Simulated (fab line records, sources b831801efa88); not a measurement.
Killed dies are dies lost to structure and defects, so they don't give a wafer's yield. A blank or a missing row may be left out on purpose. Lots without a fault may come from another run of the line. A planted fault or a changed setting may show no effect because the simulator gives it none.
fab line records | flow gf180mcu
record lots=14 wafers=42 last_day=34
route steps=602 shown V5@565 TOP_METAL@571
lots that met no fault: from a run of the same line without faults
start_h: hours from the record's first day to the start of the lot's first wafer shown | wait_h: hours since the lot's step before | " the same as in the row above | L1.1+2: a row that stands for several wafers | - no value, or no start given | * or withheld: withheld | < > ~ a bound
route shown NAME@n: a module of which the file shows steps, and the number in the route of the first | usual: mean/standard deviation of fault-free wafers | same: alike in all rows | chamber/n: place in a boat | sites: the reading at each site | _std_site: their standard deviation | _edge_site: outer sites' mean less inner sites' | radius_mm: how far each site lies from the wafer's centre | mask NAME#n: copy n | behind: the tool/chamber that last shaped the wafer | hold: why the lot was held/for how many hours/how that ended | device: the transistor (n, p or np) that didn't switch | end of line: the same wafers' tests at the end of the route | a step without rows: its recipe alone | killed: dies lost to structure and defects at the first sort, not the wafer's yield | map: a wafer's dies, x killed, . not, _ none there
set.NAME: the setting as run; set.NAME@STEP: as run at that earlier step | model.NAME: the simulator's own value behind a step, which no gauge read
steps of the route over a sample of lots; a table a step, a row a wafer
services: from which hour (start_h, from the record's first day; less than 0 if before it) a tool's chamber was out of use, for how many hours, and why
## steps
# step GF_V5_THK_MEAS_25
# recipe thk_meas_gauge=xrf reads=W_of_V5_CVD_23
# usual V5_W_THK=350/5.4
# columns lot.wafer tool chamber start_h wait_h V5_W_THK[nm]
L114.2 film_metro-04 - 631.21 0.1 354
L114.3 " - " " 354
L114.5 " - " " 353
L115.2 film_metro-04 - 646.01 0.1 357
L115.4 " - " " 357
L115.5 " - " " 360
L117.1 film_metro-04 - 654.77 0.1 355
L117.4 " - " " 352
L117.6 " - " " 356
L119.2 film_metro-03 - 669.75 0.1 355
L119.3 " - " " 348
L119.6 " - " " 349
L120.3 film_metro-03 - 685.58 0.1 337
L120.5 " - " " 352
L120.6 " - " " 340
L122.1 film_metro-02 - 704.34 0.1 343
L122.2 " - " " 351
L122.6 " - " " 344
L130.2 film_metro-03 - 751.14 0.1 342
L130.3 " - " " 344
L130.4 " - " " 345
L132.2 film_metro-03 - 767.72 0.1 342
L132.3 " - " " 341
L132.5 " - " " 340
L131.1 film_metro-02 - 768.45 0.1 348
L131.2 " - " " 350
L131.4 " - " " 346
L133.1 film_metro-02 - 769.41 0.1 344
L133.3 " - " " 347
L133.6 " - " " 350
L134.2 film_metro-02 - 775.03 0.1 347
L134.5 " - " " 349
L134.6 " - " " 346
L135.2 film_metro-04 - 781.37 0.1 347
L135.4 " - " " 352
L135.6 " - " " 349
L136.3 film_metro-04 - 787.43 0.1 349
L136.4 " - " " 349
L136.5 " - " " 351
L137.1 film_metro-02 - 788.91 0.1 353
L137.4 " - " " 357
L137.5 " - " " 347
# step GF_TOP_METAL_SPUTTER_04
# recipe material=TiN target_thk_nm=25 power_w=6500 time_s=20.8 chamber_pressure_pa=0.4
# usual chamber_pressure_pa=0.4000/0.00076 throttle_valve_pct=30.4/1.1
# columns lot.wafer tool chamber start_h wait_h chamber_pressure_pa throttle_valve_pct
L114.2 pvd_sputter-03 - 631.76 0.0 0.4004 30.5
L114.3 " - " " 0.3994 31.8
L114.5 " - " " 0.4006 31.9
L115.2 pvd_sputter-03 - 646.56 0.0 0.3987 31.7
L115.4 " - " " 0.3994 30.7
L115.5 " - " " 0.3988 30.3
L117.1 pvd_sputter-03 - 655.33 0.0 0.4001 29.9
L117.4 " - " " 0.4013 30.0
L117.6 " - " " 0.3999 29.9
L119.2 pvd_sputter-03 - 670.33 0.0 0.3989 29.9
L119.3 " - " " 0.3998 30.8
L119.6 " - " " 0.3993 31.6
L120.3 pvd_sputter-03 - 686.12 0.0 0.4010 29.9
L120.5 " - " " 0.4006 30.5
L120.6 " - " " 0.3994 31.7
L122.1 pvd_sputter-02 - 708.47 0.0 0.4008 31.1
L122.2 " - " " 0.3997 28.5
L122.6 " - " " 0.4002 30.8
L130.2 pvd_sputter-03 - 752.82 0.0 0.4003 31.8
L130.3 " - " " 0.3996 29.9
L130.4 " - " " 0.3997 30.6
L132.2 pvd_sputter-02 - 768.27 0.0 0.4005 30.3
L132.3 " - " " 0.4013 28.8
L132.5 " - " " 0.4016 28.8
L131.1 pvd_sputter-04 - 769.00 0.0 0.4000 30.1
L131.2 " - " " 0.3998 29.4
L131.4 " - " " 0.3990 32.8
L133.1 pvd_sputter-02 - 769.96 0.0 0.4012 30.7
L133.3 " - " " 0.3998 28.7
L133.6 " - " " 0.3988 28.6
L134.2 pvd_sputter-04 - 775.79 0.0 0.4006 32.5
L134.5 " - " " 0.4012 29.3
L134.6 " - " " 0.3994 32.6
L135.2 pvd_sputter-03 - 781.92 0.0 0.4003 29.6
L135.4 " - " " 0.4002 29.7
L135.6 " - " " 0.4010 30.6
L136.3 pvd_sputter-02 - 787.99 0.0 0.4006 31.2
L136.4 " - " " 0.4012 29.0
L136.5 " - " " 0.4011 31.3
L137.1 pvd_sputter-04 - 789.46 0.0 0.4000 29.7
L137.4 " - " " 0.4008 29.2
L137.5 " - " " 0.4003 29.3
# step GF_TOP_METAL_RS_MEAS_05
# recipe thk_meas_gauge=four-point-probe reads=TiN_of_TOP_METAL_SPUTTER_04+Ti_of_TOP_METAL_SPUTTER_03+AlCu_of_TOP_METAL_SPUTTER_02+TiN_of_TOP_METAL_SPUTTER_01+Ti_of_TOP_METAL_SPUTTER_00
# usual TOP_METAL_ALCU_RS=0.0328/0.00036
# columns lot.wafer tool chamber start_h wait_h TOP_METAL_ALCU_RS[ohm/sq]
L114.2 film_metro-01 - 631.80 0.0 0.0333
L114.3 " - " " 0.0330
L114.5 " - " " 0.0332
L115.2 film_metro-04 - 646.60 0.0 0.0322
L115.4 " - " " 0.0324
L115.5 " - " " 0.0323
L117.1 film_metro-01 - 655.35 0.0 0.0322
L117.4 " - " " 0.0325
L117.6 " - " " 0.0325
L119.2 film_metro-04 - 670.38 0.0 0.0325
L119.3 " - " " 0.0327
L119.6 " - " " 0.0326
L120.3 film_metro-04 - 686.19 0.1 0.0326
L120.5 " - " " 0.0325
L120.6 " - " " 0.0323
L122.1 film_metro-04 - 708.50 0.0 0.0327
L122.2 " - " " 0.0329
L122.6 " - " " 0.0333
L130.2 film_metro-01 - 752.87 0.0 0.0327
L130.3 " - " " 0.0326
L130.4 " - " " 0.0328
L132.2 film_metro-04 - 768.31 0.0 0.0332
L132.3 " - " " 0.0325
L132.5 " - " " 0.0324
L131.1 film_metro-01 - 769.03 0.0 0.0330
L131.2 " - " " 0.0327
L131.4 " - " " 0.0332
L133.1 film_metro-02 - 769.99 0.0 0.0335
L133.3 " - " " 0.0333
L133.6 " - " " 0.0331
L134.2 film_metro-04 - 775.84 0.0 0.0330
L134.5 " - " " 0.0326
L134.6 " - " " 0.0329
L135.2 film_metro-02 - 781.96 0.0 0.0327
L135.4 " - " " 0.0327
L135.6 " - " " 0.0328
L136.3 film_metro-02 - 788.06 0.1 0.0328
L136.4 " - " " 0.0328
L136.5 " - " " 0.0327
L137.1 film_metro-02 - 789.49 0.0 0.0329
L137.4 " - " " 0.0326
L137.5 " - " " 0.0329
# step GF_TOP_METAL_EXPOSE_11
# recipe mask_id=MetalTop target_cd_nm=440 na=0.6 source_shape=conventional sigma_outer=0.6 dose_mj=170
# usual exposure_dose_mJ_cm2=169.83/0.17 focus_offset_nm=0.1/0.54
# columns lot.wafer tool chamber start_h wait_h mask exposure_dose_mJ_cm2 focus_offset_nm
L114.2 iline_stepper-02 0 643.50 - MetalTop#0 169.95 -0.6
L114.3 " 0 " " MetalTop#0 169.95 -0.5
L114.5 " 0 " " MetalTop#0 170.04 -0.4
L115.2 iline_stepper-01 0 655.35 - MetalTop#0 170.01 -0.3
L115.4 " 0 " " MetalTop#0 169.80 0.5
L115.5 " 0 " " MetalTop#0 169.87 1.1
L117.1 iline_stepper-01 0 666.47 - MetalTop#0 169.85 0.0
L117.4 " 0 " " MetalTop#0 169.77 0.4
L117.6 " 0 " " MetalTop#0 169.59 -0.1
L119.2 iline_stepper-01 0 680.22 - MetalTop#0 169.79 -0.5
L119.3 " 0 " " MetalTop#0 169.84 0.1
L119.6 " 0 " " MetalTop#0 169.94 0.2
L120.3 iline_stepper-01 0 694.82 - MetalTop#0 169.85 -0.7
L120.5 " 0 " " MetalTop#0 169.91 -0.1
L120.6 " 0 " " MetalTop#0 169.76 -0.3
L122.1 iline_stepper-02 0 715.54 - MetalTop#0 169.66 -0.6
L122.2 " 0 " " MetalTop#0 169.93 0.7
L122.6 " 0 " " MetalTop#0 169.47 0.4
L130.2 iline_stepper-02 - 761.31 - MetalTop#0 - -
L130.3 " - " " MetalTop#0 - -
L130.4 " - " " MetalTop#0 - -
L132.2 iline_stepper-02 0 776.15 - MetalTop#0 169.92 0.7
L132.3 " 0 " " MetalTop#0 169.68 0.2
L132.5 " 0 " " MetalTop#0 169.83 0.5
L131.1 iline_stepper-02 - 776.94 - MetalTop#0 - -
L131.2 " - " " MetalTop#0 - -
L131.4 " - " " MetalTop#0 - -
L133.1 iline_stepper-02 0 777.85 - MetalTop#0 169.65 0.4
L133.3 " 0 " " MetalTop#0 169.97 -0.1
L133.6 " 0 " " MetalTop#0 169.87 -0.9
L134.2 iline_stepper-01 0 784.34 - MetalTop#0 169.66 0.4
L134.5 " 0 " " MetalTop#0 169.78 0.2
L134.6 " 0 " " MetalTop#0 169.73 0.3
L135.2 iline_stepper-02 0 790.08 - MetalTop#0 169.88 0.4
L135.4 " 0 " " MetalTop#0 170.26 0.8
L135.6 " 0 " " MetalTop#0 170.18 0.6
L136.3 iline_stepper-02 0 795.63 - MetalTop#0 169.85 0.9
L136.4 " 0 " " MetalTop#0 169.88 -0.6
L136.5 " 0 " " MetalTop#0 170.00 1.2
L137.1 iline_stepper-01 0 797.42 - MetalTop#0 169.75 -0.1
L137.4 " 0 " " MetalTop#0 169.80 0.5
L137.5 " 0 " " MetalTop#0 169.69 0.0
## services
# columns tool chamber start_h hours kind
iline_stepper-01 - 640.75 1.7 pm
iline_stepper-01 - 657.96 1.8 repair
pvd_sputter-04 - 689.17 1.6 repair
pvd_sputter-02 - 690.16 10.4 repair
iline_stepper-02 - 696.99 1.7 pm
pvd_sputter-03 - 702.58 3.2 repair
iline_stepper-01 0 723.26 - calibration
pvd_sputter-03 - 763.59 1.3 repair
pvd_sputter-04 - 777.32 11.3 repair
iline_stepper-02 0 781.34 - calibration
## key
first_sign step=GF_TOP_METAL_EXPOSE_11 reading=tool_record direction=missing
effect none on later readings
met_at GF_TOP_METAL_EXPOSE_11
struck_lots L130,L131
later_rows_left_out L130.2,L130.3,L130.4,L131.1,L131.2,L131.4
sort_left_out L130.2,L130.3,L130.4,L131.1,L131.2,L131.4
not_acting_at GF_V5_THK_MEAS_25,GF_TOP_METAL_SPUTTER_04,GF_TOP_METAL_RS_MEAS_05
onset_between 715.54 761.31
fault kind=skipped_step_whole tool=iline_stepper-02 chamber=- onset_h=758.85 steps=GF_TOP_METAL_EXPOSE_11 scope=struck_lots_only
# sort_left_out: the simulated sort isn't trusted on such a fault, so these wafers' sort isn't shown, and their yield isn't known
# later_rows_left_out: the simulator's readings of these wafers behind a module that went badly wrong aren't trusted and aren't shown, but for the sort
